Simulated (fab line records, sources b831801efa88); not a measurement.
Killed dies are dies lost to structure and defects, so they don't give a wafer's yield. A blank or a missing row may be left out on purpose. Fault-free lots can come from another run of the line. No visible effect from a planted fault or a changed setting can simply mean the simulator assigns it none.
Chamber matching :: flow sky130 :: SKY_VIA3_CMP_24 on cmp-02: 4 sister chambers
The step polishes, stops on SiO2, t overpolish 20 s, target thk 0 nm. 22 wafers are shown with their chamber, then 11 later ones without.

== WAFERS WITH THEIR CHAMBER ==
wafer: L074.2
chamber: 1
motorCurrentA (A): 11.4
overpolishRunS (s): 20.005
timeToEndpointS (s): 95

wafer: L074.3
chamber: 2
motorCurrentA (A): 11.4
overpolishRunS (s): 20.017
timeToEndpointS (s): 95

wafer: L074.6
chamber: 2
motorCurrentA (A): 10.8
overpolishRunS (s): 19.996
timeToEndpointS (s): 96

wafer: L076.1
chamber: 3
motorCurrentA (A): 9.5
overpolishRunS (s): 19.998
timeToEndpointS (s): 100

wafer: L076.3
chamber: 0
motorCurrentA (A): 10.1
overpolishRunS (s): 19.995
timeToEndpointS (s): 98

wafer: L076.4
chamber: 1
motorCurrentA (A): 11.7
overpolishRunS (s): 19.994
timeToEndpointS (s): 96

wafer: L077.2
chamber: 2
motorCurrentA (A): 10.8
overpolishRunS (s): 20.010
timeToEndpointS (s): 96

wafer: L077.4
chamber: 0
motorCurrentA (A): 10.6
overpolishRunS (s): 19.997
timeToEndpointS (s): 98

wafer: L077.6
chamber: 1
motorCurrentA (A): 11.9
overpolishRunS (s): 20.008
timeToEndpointS (s): 94

wafer: L082.2
chamber: 2
motorCurrentA (A): 11.0
overpolishRunS (s): 20.006
timeToEndpointS (s): 98

wafer: L082.3
chamber: 1
motorCurrentA (A): 10.8
overpolishRunS (s): 20.010
timeToEndpointS (s): 97

wafer: L082.5
chamber: 3
motorCurrentA (A): 10.0
overpolishRunS (s): 19.994
timeToEndpointS (s): 98

wafer: L083.2
chamber: 0
motorCurrentA (A): 10.0
overpolishRunS (s): 20.001
timeToEndpointS (s): 99

wafer: L083.3
chamber: 3
motorCurrentA (A): 9.8
overpolishRunS (s): 20.010
timeToEndpointS (s): 103

wafer: L083.4
chamber: 2
motorCurrentA (A): 11.1
overpolishRunS (s): 19.997
timeToEndpointS (s): 103

wafer: L086.3
chamber: 3
motorCurrentA (A): 10.3
overpolishRunS (s): 19.996
timeToEndpointS (s): 96

wafer: L086.5
chamber: 2
motorCurrentA (A): 11.8
overpolishRunS (s): 19.998
timeToEndpointS (s): 97

wafer: L086.6
chamber: 3
motorCurrentA (A): 9.8
overpolishRunS (s): 19.992
timeToEndpointS (s): 100

wafer: L087.1
chamber: 2
motorCurrentA (A): 11.2
overpolishRunS (s): 20.009
timeToEndpointS (s): 95

wafer: L087.4
chamber: 3
motorCurrentA (A): 10.1
overpolishRunS (s): 20.001
timeToEndpointS (s): 93

wafer: L087.6
chamber: 2
motorCurrentA (A): 10.7
overpolishRunS (s): 20.016
timeToEndpointS (s): 97

wafer: L089.2
chamber: 2
motorCurrentA (A): 10.9
overpolishRunS (s): 20.004
timeToEndpointS (s): 92

SIGNATURES (means of the wafers above)
reading: motorCurrentA
chamber 0: 10.233
chamber 1: 11.450
chamber 2: 11.078
chamber 3: 9.917
scatter within a chamber: 0.354

reading: overpolishRunS
chamber 0: 19.99767
chamber 1: 20.00425
chamber 2: 20.00589
chamber 3: 19.99850
scatter within a chamber: 0.00697

reading: timeToEndpointS
chamber 0: 98.33
chamber 1: 95.50
chamber 2: 96.56
chamber 3: 98.33
scatter within a chamber: 2.76
Rule: a wafer lies at a distance from a chamber equal to the root of the sum of squares, over the readings, of (its reading less the chamber's mean, divided by the reading's scatter). The wafer belongs to the nearest chamber; if the next one is less than 2 further off, it can't be placed. The scatter: take each reading less its chamber's mean, square it, sum over the shown wafers, divide by the number of wafers less the number of chambers, and take the root.

== WAFERS WITHOUT THEIR CHAMBER ==
wafer: L089.4
motorCurrentA (A): 10.9
overpolishRunS (s): 20.007
timeToEndpointS (s): 98

wafer: L089.6
motorCurrentA (A): 10.1
overpolishRunS (s): 19.983
timeToEndpointS (s): 100

wafer: L090.1
motorCurrentA (A): 10.7
overpolishRunS (s): 19.997
timeToEndpointS (s): 94

wafer: L090.2
motorCurrentA (A): 10.4
overpolishRunS (s): 20.003
timeToEndpointS (s): 97

wafer: L090.4
motorCurrentA (A): 10.3
overpolishRunS (s): 20.001
timeToEndpointS (s): 94

wafer: L096.1
motorCurrentA (A): 9.9
overpolishRunS (s): 19.995
timeToEndpointS (s): 99

wafer: L096.3
motorCurrentA (A): 9.9
overpolishRunS (s): 19.998
timeToEndpointS (s): 97

wafer: L096.4
motorCurrentA (A): 11.9
overpolishRunS (s): 20.004
timeToEndpointS (s): 96

wafer: L097.2
motorCurrentA (A): 11.1
overpolishRunS (s): 20.002
timeToEndpointS (s): 98

wafer: L097.4
motorCurrentA (A): 10.6
overpolishRunS (s): 20.013
timeToEndpointS (s): 97

wafer: L097.5
motorCurrentA (A): 10.0
overpolishRunS (s): 19.999
timeToEndpointS (s): 94

== WHICH CHAMBER EACH ONE RAN IN ==
wafer: L089.4
from the rows above: can't be placed: 2 or 1 or 0
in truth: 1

wafer: L089.6
from the rows above: can't be placed: 0 or 3
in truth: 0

wafer: L090.1
from the rows above: can't be placed: 2 or 0 or 1 or 3
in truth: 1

wafer: L090.2
from the rows above: can't be placed: 0 or 3 or 2 or 1
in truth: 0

wafer: L090.4
from the rows above: can't be placed: 0 or 3 or 2 or 1
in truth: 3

wafer: L096.1
from the rows above: can't be placed: 3 or 0
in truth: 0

wafer: L096.3
from the rows above: can't be placed: 3 or 0
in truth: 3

wafer: L096.4
from the rows above: can't be placed: 1 or 2
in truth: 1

wafer: L097.2
from the rows above: can't be placed: 2 or 1 or 0
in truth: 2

wafer: L097.4
from the rows above: can't be placed: 2 or 0 or 1 or 3
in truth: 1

wafer: L097.5
from the rows above: can't be placed: 3 or 0 or 2
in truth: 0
0 of 11 placed correctly. Not placeable from these rows: 11 (in 11, the candidates include the true chamber). Number placed wrongly: 0.
